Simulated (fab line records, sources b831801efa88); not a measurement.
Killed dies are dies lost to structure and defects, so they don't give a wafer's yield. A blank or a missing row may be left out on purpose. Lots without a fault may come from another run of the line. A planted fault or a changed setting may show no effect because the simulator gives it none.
Chamber matching | flow gf180mcu | GF_STI_ETCH_14 on rie_si-02: 4 sister chambers
The step etches Si in HBr/Cl2/O2, target depth 360 nm, time 102.9 s. 4 wafers are shown with their chamber, then 8 later ones without.

WAFERS WITH THEIR CHAMBER
wafer  | chamber | drypump_motor_current_A (A)
L450.6 | 2       | 5.0
L458.1 | 3       | 5.4
L458.2 | 1       | 6.6
L460.1 | 0       | 6.3

WAFERS WITHOUT THEIR CHAMBER
wafer  | drypump_motor_current_A (A)
L460.3 | 4.9
L460.6 | 5.0
L461.3 | 4.9
L461.4 | 6.6
L461.6 | 6.6
L463.1 | 6.3
L463.4 | 6.6
L463.5 | 6.6

WHICH CHAMBER EACH WENT THROUGH
wafer  | from the rows above | in truth
L460.3 | 2                   | 2
L460.6 | 2                   | 2
L461.3 | 2                   | 2
L461.4 | 1                   | 1
L461.6 | 1                   | 1
L463.1 | 0                   | 0
L463.4 | 1                   | 1
L463.5 | 1                   | 1
Placed correctly: 8 of 8. Can't be placed from these rows: 0. Placed wrongly: 0.
How it was worked out, from the rows above alone: a wafer's distance from a chamber is the root of the sum, over the readings, of the square of ((its reading less the chamber's mean) divided by the reading's scatter). The wafer belongs to the nearest chamber; if the next one is less than 2 further off, it can't be placed. A chamber's mean is the mean of its shown wafers. The scatter: with one shown wafer a chamber, the root of the mean of the squares of how far each hidden wafer lies from its nearest shown one.
